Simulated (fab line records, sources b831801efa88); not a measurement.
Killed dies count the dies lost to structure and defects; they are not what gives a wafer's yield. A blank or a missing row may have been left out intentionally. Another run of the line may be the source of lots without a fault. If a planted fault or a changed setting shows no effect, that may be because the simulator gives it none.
A lot that was struck, set against a sound lot -- flow gf180mcu -- 14 steps out of a route of 602
Sound: the wafers L178.1, L178.2, L178.4. Struck: wafers L182.1, L182.2, L182.4. The cause comes at the end.
For every step that has rows: the tool of each side, followed by ch and its chambers, followed by its first start. Under that, the readings that differ: sound wafers -- struck wafers -- difference of the means -- sigmas: that difference in standard deviations of wafers without a fault.
alike: a reading whose means differ by less than 2 such deviations, as well as words and numbers matching on both sides. not compared: withheld readings; readings where some wafer has no value; bounds like >300 that might hide an equal value; numbers whose values overlap and for which the record gives no deviation.
The two part at a step that has a row with sigmas, a row that says differs or no value, or rows on one side only. Numbers that don't overlap but have no deviation are shown without sigmas and don't part them. A reading missing from all wafers of one side parts the sides only when that side holds two or more wafers.

first, 2 steps without rows for these wafers: GF_V4_STRIP_19 (strips in post etch residue remover, time 1200 s); GF_V4_CLEAN_20 (cleans in DIW).
GF_V4_SPUTTER_21: material Ti, target thk 15 nm, time 80.02 s.
  sound on pvd_sputter-04, day 26 11:35; struck on pvd_sputter-01, day 27 15:20
  alike: cathode_dc_power_W, chamber_pressure_pa, throttle_valve_pct
GF_V4_SPUTTER_22: material TiN, target thk 10 nm, time 40 s.
  sound on pvd_sputter-04, day 26 11:38; struck on pvd_sputter-01, day 27 15:24
  alike: cathode_dc_power_W, chamber_pressure_pa, throttle_valve_pct
then, 1 step without rows for these wafers: GF_V4_CVD_23 (deposits W, target thk 350 nm, time 104.9 s).
GF_V4_RS_MEAS_24: the measuring method here is four-point-probe.
  sound on film_metro-02, day 26 11:47; struck on film_metro-03, day 27 15:33
reading,sound,struck,difference,sigmas
V4_W_RS (ohm/sq),0.328 0.327 0.324,0.336 0.335 0.333,+0.008,+2
GF_V4_THK_MEAS_25: measures by xrf.
  sound on film_metro-02, day 26 11:55; struck on film_metro-03, day 27 15:40
  alike: V4_W_THK
then, 1 step without rows for these wafers: GF_V4_CMP_26 (polishes, stops on SiO2, t overpolish 15 s, target thk 0 nm).
GF_MIM_SPUTTER_00: material Ti, target thk 37.5 nm, time 150 s.
  sound on pvd_sputter-01, day 26 12:16; struck on pvd_sputter-03, day 27 16:02
  alike: cathode_dc_power_W, chamber_pressure_pa, throttle_valve_pct
GF_MIM_SPUTTER_01: material TiN, target thk 30 nm, time 25 s.
  sound on pvd_sputter-01, day 26 12:22; struck on pvd_sputter-03, day 27 16:08
  alike: cathode_dc_power_W, chamber_pressure_pa, throttle_valve_pct
GF_MIM_SPUTTER_02: material AlCu, target thk 450 nm, time 23.9 s.
  sound on pvd_sputter-01, day 26 12:24; struck on pvd_sputter-03, day 27 16:10
  alike: cathode_dc_power_W, chamber_pressure_pa, throttle_valve_pct
then, 1 step without rows for these wafers: GF_MIM_SPUTTER_03 (material Ti, target thk 10 nm, time 6.7 s).
GF_MIM_SPUTTER_04: material TiN, target thk 50 nm, time 41.7 s.
  sound on pvd_sputter-01, day 26 12:27; struck on pvd_sputter-03, day 27 16:13
  no value came back on the struck wafers for cathode_dc_power_W (W), chamber_pressure_pa (Pa), throttle_valve_pct (%); on the sound wafers cathode_dc_power_W (W) reads 6499.6 6499.4 6501.4
then, 1 step without rows for these wafers: GF_MIM_CVD_05 (deposits Si3N4, target thk 42 nm, time 29.086 s).

== WHERE THEY PART ==
First at GF_V4_RS_MEAS_24; last, within this record, at GF_MIM_SPUTTER_04.

WHY: the cause the simulator had injected
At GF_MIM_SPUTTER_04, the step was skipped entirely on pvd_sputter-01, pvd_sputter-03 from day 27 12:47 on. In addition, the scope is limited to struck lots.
